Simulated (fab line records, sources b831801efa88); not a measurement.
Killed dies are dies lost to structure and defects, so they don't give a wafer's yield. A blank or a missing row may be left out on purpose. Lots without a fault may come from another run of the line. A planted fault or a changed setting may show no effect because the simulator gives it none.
Which tool did it? | flow gf180mcu | 13 lots, 39 wafers sampled, at 5 steps of a route of 602

WHAT THE GAUGES READ, wafer by wafer
GF_STI_THK_MEAS_04. Usual: STI_CVD_03_THK 207.7 nm, standard deviation 1.9.
lot  | measured    | on            | STI_CVD_03_THK (nm) | flag
L553 | day 1 13:34 | film_metro-04 | 203.3 203.9 204.7   |
L554 | day 1 19:14 | film_metro-02 | 204.6 206.4 203.0   |
L555 | day 1 23:34 | film_metro-02 | 210.5 209.2 209.5   |
L556 | day 2 04:34 | film_metro-02 | 204.4 205.0 204.1   |
L557 | day 2 09:45 | film_metro-02 | 209.3 210.0 208.3   |
L558 | day 2 14:35 | film_metro-04 | 209.2 208.8 207.8   |
L560 | day 3 01:10 | film_metro-02 | 207.5 207.9 206.8   |
L564 | day 3 21:17 | film_metro-02 | 208.6 209.1 210.2   |
L565 | day 4 03:20 | film_metro-01 | 209.7 210.3 210.1   |
L566 | day 4 07:44 | film_metro-02 | 206.6 205.5 206.2   |
L567 | day 4 12:16 | film_metro-02 | 207.2 207.9 207.4   |
L570 | day 5 02:34 | film_metro-02 | 208.2 209.1 209.5   |
L572 | day 5 12:35 | film_metro-04 | 206.3 206.1 206.4   |

GF_VT_IMPLANT_TW_MEAS_21. Usual: VT_IMPLANT_2_TW 1215, standard deviation 7.4.
lot  | measured     | on            | VT_IMPLANT_2_TW | flag
L553 | day 6 05:35  | film_metro-03 | 1225 1233 1225  |
L554 | day 6 15:13  | film_metro-03 | 1217 1230 1223  |
L555 | day 6 19:08  | film_metro-02 | 1212 1212 1206  |
L556 | day 7 02:20  | film_metro-04 | 1218 1221 1220  |
L557 | day 7 09:58  | film_metro-02 | 1209 1210 1209  |
L558 | day 7 15:53  | film_metro-04 | 1222 1222 1223  |
L560 | day 8 10:31  | film_metro-04 | 1217 1205 1211  |
L564 | day 9 04:23  | film_metro-03 | 1224 1217 1229  |
L565 | day 9 16:01  | film_metro-02 | 1210 1215 1208  |
L566 | day 9 20:34  | film_metro-04 | 1211 1213 1218  |
L567 | day 10 04:20 | film_metro-04 | 1216 1215 1214  |
L570 | day 10 21:52 | film_metro-04 | 1133 1139 1133  | OFF
L572 | day 11 09:36 | film_metro-03 | 1144 1150 1142  | OFF

GF_POLY_GATE_THK_MEAS_01. Usual: POLY_GATE_CVD_00_THK 201.0 nm, standard deviation 2.
lot  | measured     | on            | POLY_GATE_CVD_00_THK (nm) | flag
L553 | day 8 12:56  | film_metro-02 | 198.1 198.2 198.2         |
L554 | day 9 00:51  | film_metro-03 | 202.6 201.7 201.2         |
L555 | day 9 02:35  | film_metro-02 | 199.4 199.7 199.5         |
L556 | day 9 12:13  | film_metro-01 | 199.4 200.5 197.8         |
L557 | day 9 18:14  | film_metro-03 | 207.0 204.8 205.5         |
L558 | day 10 04:35 | film_metro-03 | 202.8 200.8 202.0         |
L560 | day 10 22:22 | film_metro-02 | 202.5 203.2 201.4         |
L564 | day 11 16:08 | film_metro-02 | 202.1 202.4 202.4         |
L565 | day 12 04:40 | film_metro-01 | 200.2 200.1 200.8         |
L566 | day 12 12:30 | film_metro-03 | 202.3 204.5 202.1         |
L567 | day 12 19:06 | film_metro-02 | 201.3 200.9 199.9         |
L570 | day 13 13:08 | film_metro-01 | 200.9 200.9 200.0         |
L572 | day 14 03:18 | film_metro-02 | 203.1 202.3 200.5         |

WHICH TOOL RAN EACH LOT (tool, then ch and the chambers of the sampled wafers, then the start)
lot  | GF_MVSD_STRIP_10                    | GF_VT_IMPLANT_IMPLANT_19
L553 | plasma_asher-03 ch 0,1, day 4 09:43 | implanter-04 ch 0, day 6 05:20
L554 | plasma_asher-01 ch 0,1, day 4 17:31 | implanter-04 ch 0, day 6 14:58
L555 | plasma_asher-01 ch 0,1, day 4 21:58 | implanter-03 ch 0, day 6 18:53
L556 | plasma_asher-02 ch 0,1, day 5 04:19 | implanter-04 ch 0, day 7 02:06
L557 | plasma_asher-01 ch 0,1, day 5 10:46 | implanter-01 ch 0, day 7 09:43
L558 | plasma_asher-03 ch 0,1, day 5 16:09 | implanter-03 ch 0, day 7 15:40
L560 | plasma_asher-02 ch 0,1, day 6 09:10 | implanter-04 ch 0, day 8 10:16
L564 | plasma_asher-02 ch 0,1, day 7 02:30 | implanter-04 ch 0, day 9 04:10
L565 | plasma_asher-01 ch 0, day 7 12:16   | implanter-04 ch 0, day 9 15:46
L566 | plasma_asher-02 ch 0,1, day 7 16:07 | implanter-03 ch 0, day 9 20:19
L567 | plasma_asher-03 ch 0,1, day 8 00:07 | implanter-01 ch 0, day 10 04:05
L570 | plasma_asher-01 ch 0,1, day 8 16:25 | implanter-04 ch 0, day 10 21:38
L572 | plasma_asher-03 ch 0,1, day 9 03:15 | implanter-04 ch 0, day 11 09:23
- GF_MVSD_STRIP_10: strips in O2/N2.
- GF_VT_IMPLANT_IMPLANT_19

WHAT THE TOOLS THEMSELVES READ (means of the sampled wafers that have a number; where no wafer has one, the mark that the record gives instead)
GF_MVSD_STRIP_10. Usual: drypump_motor_current_A 5.9 A, standard deviation 0.39; heater_power_w 348 W, standard deviation 38; oes_product_au 0.722 a.u., standard deviation 0.004; strip_time_to_endpoint_s 36.95 s, standard deviation 0.097.
lot  | tool            | drypump_motor_current_A (A) | heater_power_w (W) | oes_product_au (a.u.) | strip_time_to_endpoint_s (s) | flag
L553 | plasma_asher-03 | 6.4                         | 365                | 0.725                 | 36.97                        |
L554 | plasma_asher-01 | 5.8                         | 373                | 0.724                 | 36.88                        |
L555 | plasma_asher-01 | 5.7                         | 377                | 0.719                 | 36.87                        |
L556 | plasma_asher-02 | 5.5                         | 286                | 0.720                 | 36.78                        |
L557 | plasma_asher-01 | 5.8                         | 376                | 0.724                 | 36.77                        |
L558 | plasma_asher-03 | 6.4                         | 366                | 0.720                 | 37.04                        |
L560 | plasma_asher-02 | 5.6                         | 294                | 0.722                 | 36.91                        |
L564 | plasma_asher-02 | 5.5                         | 291                | 0.723                 | 37.02                        |
L565 | plasma_asher-01 | 5.5                         | 376                | 0.720                 | 37.00                        |
L566 | plasma_asher-02 | 5.5                         | 285                | 0.723                 | 36.99                        |
L567 | plasma_asher-03 | 6.4                         | 350                | 0.723                 | 36.92                        |
L570 | plasma_asher-01 | 5.6                         | 379                | 0.721                 | 37.15                        |
L572 | plasma_asher-03 | 6.4                         | 343                | 0.725                 | 37.01                        |

GF_VT_IMPLANT_IMPLANT_19. Usual: beam_energy_keV 100.00, standard deviation 0.031; dose_ions_cm2 4.35e+12, standard deviation 4.4e+09; faraday_current_uA 24.5, standard deviation 0.52.
lot  | tool         | beam_energy_keV | dose_ions_cm2 | faraday_current_uA | flag
L553 | implanter-04 | 99.98           | 4.35e+12      | 24.7               |
L554 | implanter-04 | 100.04          | 4.35e+12      | 24.7               |
L555 | implanter-03 | 100.00          | 4.35e+12      | 23.8               |
L556 | implanter-04 | 100.01          | 4.35e+12      | 24.5               |
L557 | implanter-01 | 100.00          | 4.35e+12      | 24.6               |
L558 | implanter-03 | 99.97           | 4.35e+12      | 24.5               |
L560 | implanter-04 | 100.03          | 4.35e+12      | 24.1               |
L564 | implanter-04 | 100.02          | 4.35e+12      | 25.1               |
L565 | implanter-04 | 99.98           | 4.35e+12      | 23.9               |
L566 | implanter-03 | 100.03          | 4.35e+12      | 24.3               |
L567 | implanter-01 | 99.93           | 4.35e+12      | 24.9               |
L570 | implanter-04 | 100.00          | 3.54e+12      | 19.8               | OFF
L572 | implanter-04 | 100.02          | 3.54e+12      | 20.3               | OFF

THE ANSWER, worked out from the rows above alone
Rule: a lot is off if the mean of its wafers that have a number lies more than 3 standard deviations from the usual mean. A lot without any number at a reading at which 4 lots or more have one is off too. The other lots that the step has rows for count as sound. The gauges are gone through in route order, then the tools' own readings, and for those a lot's mean is taken as printed above. The first step at which some lot is off is used, and at that step the reading that is off furthest; a lot without a number counts as furthest.
Off: L570, L572, at GF_VT_IMPLANT_TW_MEAS_21 (VT_IMPLANT_2_TW).
A tool fits if, at a process step before that reading, it ran every lot that is off, and no sound lot after the first of them. The gauges at GF_VT_IMPLANT_TW_MEAS_21 aren't tried: what is off there is off at GF_VT_IMPLANT_IMPLANT_19 too, on other tools, and a gauge's error can't cause that. One fits: implanter-04 at GF_VT_IMPLANT_IMPLANT_19. Its last sound lot is L565 (day 9 15:46), its first lot that is off L570 (day 10 21:38): a fault that began between those two fits.
The tool's own readings at GF_VT_IMPLANT_IMPLANT_19 bear it out: on the lots that are off they differ by more than 5 times the standard deviation of the sound lots' means. dose_ions_cm2 reads 3.54e+12 there against 4.35e+12 on the sound lots; faraday_current_uA reads 20.1 there against 24.5 on the sound lots.

WHAT THE SIMULATOR HAD PUT IN
Process parameter drift: implanter-04, from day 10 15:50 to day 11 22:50, at GF_VT_IMPLANT_IMPLANT_19. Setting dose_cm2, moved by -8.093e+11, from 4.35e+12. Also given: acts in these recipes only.
Lots struck among those shown: L570, L572. The rule above found the same.
